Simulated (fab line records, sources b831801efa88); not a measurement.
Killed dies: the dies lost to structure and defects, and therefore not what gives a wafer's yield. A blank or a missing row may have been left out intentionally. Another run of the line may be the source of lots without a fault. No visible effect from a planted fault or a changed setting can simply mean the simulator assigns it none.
Which of the tools did it? | flow sfq line | 14 lots with 42 wafers sampled at 4 steps, on a route of 325 steps

## WHAT EACH GAUGE READ, for each wafer
SFQ_M3_OVL_MEAS_921.
lot  | measured     | on         | M3_OVL (nm)
L523 | day 28 00:12 | overlay-02 | -7 -4 -5
L524 | day 28 07:24 | overlay-02 | 10 0 4
L525 | day 28 13:59 | overlay-01 | -1 2 3
L526 | day 29 02:37 | overlay-01 | 10 12 7
L528 | day 29 14:37 | overlay-01 | 7 12 4
L529 | day 30 03:48 | overlay-01 | 8 1 -1
L530 | day 30 14:37 | overlay-01 | 5 -1 6
L537 | day 34 02:49 | overlay-01 | -3 0 -6
L539 | day 34 19:37 | overlay-02 | 9 12 7
L541 | day 35 02:49 | overlay-02 | 0 2 -1
L542 | day 35 10:00 | overlay-02 | -5 -10 -7
L543 | day 35 11:13 | overlay-02 | 6 14 6
L544 | day 35 17:13 | overlay-01 | 3 4 6
L545 | day 35 19:36 | overlay-01 | 8 -1 5

## WHAT TOOL EACH LOT RAN ON (gives the tool, then ch and the chambers of the sampled wafers, and finally the start)
lot  | SFQ_TRILAYER_I0_DEP_PECVD_027   | SFQ_TRILAYER_I0_CMP_CMP_028   | SFQ_TRILAYER_M2_STRIP_STRIP_061
L523 | pecvd-03 ch 0,2, day 7 16:29    | cmp-02 ch 0,1,2, day 7 17:55  | rie metal-01 ch 0, day 20 05:36
L524 | pecvd-03 ch 0,1, day 7 23:20    | cmp-01 ch 0,3, day 7 23:24    | rie metal-01 ch 0, day 20 16:24
L525 | pecvd-04 ch 0,1, day 8 06:32    | cmp-02 ch 1,2,3, day 8 07:07  | rie metal-01 ch 0,1, day 21 03:01
L526 | pecvd-03 ch 0,1,2, day 8 11:36  | cmp-01 ch 0,3, day 8 11:53    | rie metal-04 ch 0,1, day 21 17:37
L528 | pecvd-03 ch 1,2, day 8 19:44    | cmp-01 ch 0,1, day 8 21:13    | rie metal-04 ch 0,1, day 22 04:25
L529 | pecvd-03 ch 0,1,2, day 9 06:32  | cmp-02 ch 0,2, day 9 07:33    | rie metal-04 ch 0,1, day 22 13:49
L530 | pecvd-03 ch 0,1,2, day 9 10:10  | cmp-01 ch 0,2, day 9 12:50    | rie metal-04 ch 0, day 22 18:37
L537 | pecvd-02 ch 0,1, day 11 11:22   | cmp-01 ch 0,1, day 11 22:17   | rie metal-04 ch 0,1, day 26 04:17
L539 | pecvd-04 ch 0,1,2, day 11 21:57 | cmp-02 ch 0,1,2, day 12 09:01 | rie metal-04 ch 1, day 26 18:25
L541 | pecvd-02 ch 0,1,2, day 12 08:31 | cmp-02 ch 0,2,3, day 12 21:31 | rie metal-04 ch 0,1, day 27 04:13
L542 | pecvd-03 ch 0,1, day 12 13:18   | cmp-02 ch 0,3, day 12 23:31   | rie metal-04 ch 0,1, day 27 06:25
L543 | pecvd-04 ch 1,2, day 12 18:05   | cmp-01 ch 0,1,3, day 13 05:44 | rie metal-02 ch 0,1, day 27 10:01
L544 | pecvd-02 ch 0,2, day 13 00:05   | cmp-01 ch 0,3, day 13 13:44   | rie metal-01 ch 0,1, day 27 23:13
L545 | pecvd-04 ch 0,2, day 13 04:29   | cmp-01 ch 0,2, day 13 16:44   | rie metal-02 ch 0,1, day 28 02:49
- SFQ_TRILAYER_I0_DEP_PECVD_027: deposits SiO2 from SiH4/N2O, time 111.11 s, target thk 500 nm.
- SFQ_TRILAYER_I0_CMP_CMP_028: polishes SiO2.
- SFQ_TRILAYER_M2_STRIP_STRIP_061: strips in O2.

## WHAT THE TOOLS THEMSELVES READ (means of the sampled wafers that have a number; where no wafer has one, the mark that the record gives instead)
SFQ_TRILAYER_I0_DEP_PECVD_027.
lot  | tool     | heater power w (W) | rf fwd power W (W) | showerhead vpp V (V) | throttle valve pct (%)
L523 | pecvd-03 | 93                 | 183.0              | 810                  | 27.0
L524 | pecvd-03 | 97                 | 182.6              | 845                  | 25.3
L525 | pecvd-04 | 84                 | 182.3              | 892                  | 27.1
L526 | pecvd-03 | 98                 | 182.4              | 831                  | 26.2
L528 | pecvd-03 | 72                 | 182.6              | 831                  | 26.2
L529 | pecvd-03 | 119                | 109.3              | 644                  | 26.3
L530 | pecvd-03 | 122                | 108.7              | 637                  | 26.3
L537 | pecvd-02 | 115                | 182.3              | 856                  | 24.4
L539 | pecvd-04 | 93                 | 182.5              | 854                  | 26.7
L541 | pecvd-02 | 110                | 182.4              | 867                  | 24.4
L542 | pecvd-03 | 110                | 182.2              | 840                  | 25.9
L543 | pecvd-04 | 97                 | 182.5              | 820                  | 27.4
L544 | pecvd-02 | 116                | 182.0              | 858                  | 24.4
L545 | pecvd-04 | 77                 | 182.4              | 863                  | 26.0

SFQ_TRILAYER_I0_CMP_CMP_028.
lot  | tool   | edge zone pressure frac | motor current A (A) | time to endpoint s (s)
L523 | cmp-02 | 0.999                   | 11.0                | 217
L524 | cmp-01 | 0.998                   | 11.6                | 227
L525 | cmp-02 | 1.004                   | 10.6                | 213
L526 | cmp-01 | 1.001                   | 10.5                | 233
L528 | cmp-01 | 0.999                   | 10.6                | 228
L529 | cmp-02 | 0.999                   | 10.9                | 168
L530 | cmp-01 | 1.003                   | 10.8                | 170
L537 | cmp-01 | 1.004                   | 10.2                | 218
L539 | cmp-02 | 1.001                   | 10.7                | 220
L541 | cmp-02 | 1.004                   | 11.0                | 215
L542 | cmp-02 | 1.000                   | 10.3                | 218
L543 | cmp-01 | 0.999                   | 10.6                | 218
L544 | cmp-01 | 1.004                   | 10.6                | 217
L545 | cmp-01 | 1.000                   | 10.8                | 219

SFQ_TRILAYER_M2_STRIP_STRIP_061.
lot  | tool         | chamber pressure mTorr (mTorr) | drypump motor current A (A) | he backside leak sccm (sccm) | oes product au (a.u.)
L523 | rie metal-01 | 50.00                          | 5.9                         | 4.2                          | 0.995
L524 | rie metal-01 | 50.00                          | 5.9                         | 3.5                          | 1.002
L525 | rie metal-01 | 50.02                          | 5.8                         | 3.3                          | 1.004
L526 | rie metal-04 | 49.95                          | 5.8                         | 3.4                          | 0.998
L528 | rie metal-04 | 49.97                          | 6.0                         | 3.4                          | 1.005
L529 | rie metal-04 | 50.02                          | 6.0                         | 3.4                          | 0.999
L530 | rie metal-04 | 49.99                          | 6.1                         | 3.4                          | 1.006
L537 | rie metal-04 | 50.01                          | 6.0                         | 4.4                          | 1.008
L539 | rie metal-04 | 50.02                          | 5.6                         | 3.4                          | 1.004
L541 | rie metal-04 | 50.03                          | 6.0                         | 3.5                          | 1.002
L542 | rie metal-04 | 49.96                          | 5.8                         | 3.4                          | 1.003
L543 | rie metal-02 | 50.01                          | 5.2                         | 3.7                          | 1.003
L544 | rie metal-01 | 49.98                          | 5.8                         | 3.3                          | 0.992
L545 | rie metal-02 | 50.04                          | 5.2                         | 3.4                          | 1.003

## THE ANSWER, worked out from the rows above alone
Rule: usual is defined by the lots themselves. The widest of any qualifying gaps counts: lots, ordered by their means at a reading, are off when they make up no more than a third of the lots, leave a main group of 4 or more, and stand apart from it by 3 or more times the standard deviation of that group's means. Not used: any main group whose means are identical at the precision the tables above print for the reading. A lot without any number at a reading at which 4 lots or more have one is off too. All remaining lots with rows at the step are treated as sound. Order of review: gauges by route order, followed by the tools' own readings, for which a lot's mean as printed above is used. At the first step where some lot is off, the reading lying furthest off is the one used; lots without a number count as furthest.
Off: L529, L530, at SFQ_TRILAYER_I0_DEP_PECVD_027 (rf fwd power W). The main group: mean 182.4 W, standard deviation 0.24.
If a tool, at that step or one of the process steps before it, ran each lot that is off and ran no sound lot following the first of them, it fits. Not one of the candidates tried fits.

## WHAT THE SIMULATOR PUT IN
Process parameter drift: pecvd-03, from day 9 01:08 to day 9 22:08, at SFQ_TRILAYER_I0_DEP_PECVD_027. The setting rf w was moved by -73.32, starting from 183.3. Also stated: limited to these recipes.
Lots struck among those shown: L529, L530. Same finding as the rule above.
